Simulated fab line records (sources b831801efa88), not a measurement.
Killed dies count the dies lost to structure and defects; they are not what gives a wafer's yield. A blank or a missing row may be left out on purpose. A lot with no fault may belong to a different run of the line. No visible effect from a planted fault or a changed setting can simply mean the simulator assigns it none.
Which tool is to blame? ; flow gf180mcu ; 21 wafers sampled from 7 lots at 1 step of a route of 602

## WHAT EACH GAUGE READ, for each wafer
GF_M1_RS_MEAS_05: a four-point-probe measurement.
lot;measured;on;M1_ALCU_RS (ohm/sq)
L102;day 16 17:06;filmMetro-01;0.0686 0.0688 0.0682
L104;day 17 05:38;filmMetro-02;0.0704 0.0712 0.0702
L108;day 19 05:14;filmMetro-01;0.0692 0.0692 0.0687
L115;day 21 13:11;filmMetro-03;0.0700 0.0702 0.0696
L117;day 22 02:58;filmMetro-02;0.0696 0.0691 0.0694
L122;day 24 01:05;filmMetro-03;0.0710 0.0699 0.0697
L123;day 24 22:35;filmMetro-01;0.0689 0.0689 0.0691

## TOOL THAT RAN EACH LOT (tool first, then ch and the chambers of the sampled wafers, then the start)
The record shows no process step preceding these readings.

## THE ANSWER, worked out from the rows above alone
Rule: usual is defined by the lots themselves. The widest of any qualifying gaps counts: lots, ordered by their means at a reading, are off when they make up no more than a third of the lots, leave a main group of 4 or more, and stand apart from it by 3 or more times the standard deviation of that group's means. A main group whose means are all the same, to the digits that the tables above print for the reading, isn't used. Also off: a lot with no number at a reading for which 4 or more lots have one. Any other lot the step has rows for is counted as sound.
None of the lots is off at any reading shown; this tells nothing.

## WHAT THE SIMULATOR HAD INSERTED
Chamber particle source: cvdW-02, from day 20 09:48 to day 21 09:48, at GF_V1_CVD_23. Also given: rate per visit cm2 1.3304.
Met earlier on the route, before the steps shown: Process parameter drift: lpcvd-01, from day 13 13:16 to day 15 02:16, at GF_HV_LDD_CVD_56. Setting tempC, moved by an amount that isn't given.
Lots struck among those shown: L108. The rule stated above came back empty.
